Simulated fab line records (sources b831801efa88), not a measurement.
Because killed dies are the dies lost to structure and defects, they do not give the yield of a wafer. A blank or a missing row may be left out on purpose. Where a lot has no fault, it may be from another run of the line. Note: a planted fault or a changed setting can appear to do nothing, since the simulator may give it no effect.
A single fault, viewed from 2 desks :: flow gf180mcu :: each desk holds nothing but its own numbers, with what lay behind them at the end

== AT THE TOOL OWNER'S DESK: hdpcvd-01 ==
The tool's own readings at GF_V2_CVD_00 (deposits SiO2, target thk 600 nm, time 100 s): means of the sampled wafers that have a number, for each lot that ran on this tool. A lot is out of limits, marked OUT, if its mean lies more than 4 standard deviations from the usual mean; the brackets give that distance.
Columns: A = sih4_flow_sccm at GF_V2_CVD_00, usual 60.00 sccm
lot: L145
first seen here: day 19 12:43
A: 60.01

lot: L146
first seen here: day 20 04:48
A: 59.98

lot: L150
first seen here: day 21 08:37
A: 59.91

lot: L151
first seen here: day 22 03:04
A: 63.88 (+24) OUT

lot: L161
first seen here: day 25 07:44
A: 60.01

lot: L162
first seen here: day 25 14:27
A: 60.05

lot: L164
first seen here: day 26 07:37
A: 59.94

lot: L165
first seen here: day 26 11:28
A: 60.18

lot: L167
first seen here: day 27 10:06
A: 60.03
This desk finds L151 out of limits, L151 being first, at day 22 03:04 (sih4_flow_sccm at GF_V2_CVD_00). In limits: L145, L146, L150, L161, L162, L164, L165, L167.

== AT THE METROLOGY DESK ==
Lot by lot, what the gauges showed, no matter which tool ran the lot: averages of those sampled wafers that carry a number. A lot is out of limits, marked OUT, if its mean lies more than 4 standard deviations from the usual mean; the brackets give that distance.
Columns: A = cd_nm at GF_M2_CD_MEAS_14, usual 279.8 nm; B = V2_CVD_00_THK at GF_V2_THK_MEAS_01, usual 597 nm
lot: L144
first seen here: day 19 03:01
A: 279.6
B: 602

lot: L145
first seen here: day 19 11:55
A: 279.4
B: 595

lot: L146
first seen here: day 20 03:50
A: 278.0
B: 596

lot: L150
first seen here: day 21 07:47
A: 279.0
B: 590

lot: L151
first seen here: day 22 02:14
A: 279.1
B: 627 (+4.3) OUT

lot: L157
first seen here: day 23 19:59
A: 278.9
B: 601

lot: L160
first seen here: day 25 01:56
A: 278.9
B: 599

lot: L161
first seen here: day 25 06:56
A: 280.2
B: 593

lot: L162
first seen here: day 25 13:38
A: 277.4
B: 600

lot: L164
first seen here: day 26 06:47
A: 278.3
B: 595

lot: L165
first seen here: day 26 10:38
A: 280.9
B: 599

lot: L166
first seen here: day 26 17:23
A: 280.3
B: 601

lot: L167
first seen here: day 27 09:14
A: 280.6
B: 589
This desk finds L151 out of limits, with the earliest case on L151 at day 22 03:08 (V2_CVD_00_THK at GF_V2_THK_MEAS_01). In limits: L144, L145, L146, L150, L157, L160, L161, L162, L164, L165, L166, L167.

== TAKEN TOGETHER ==
The tool owner's desk could have raised an alarm at day 22 03:04, on L151.
The metrology desk could have raised an alarm at day 22 03:08, on L151.
Of the lots named, all ran GF_V2_CVD_00 on hdpcvd-01.

== WHAT THE SIMULATOR HAD PUT IN ==
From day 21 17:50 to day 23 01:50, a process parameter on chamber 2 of hdpcvd-01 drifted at GF_V2_CVD_00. The setting sih4_flow_sccm was moved by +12, starting from 60. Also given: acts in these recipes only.
Struck lots among those shown: L151.
Fault start to first reading out of limits, in hours, per desk: tool owner, 9; metrology, 9.
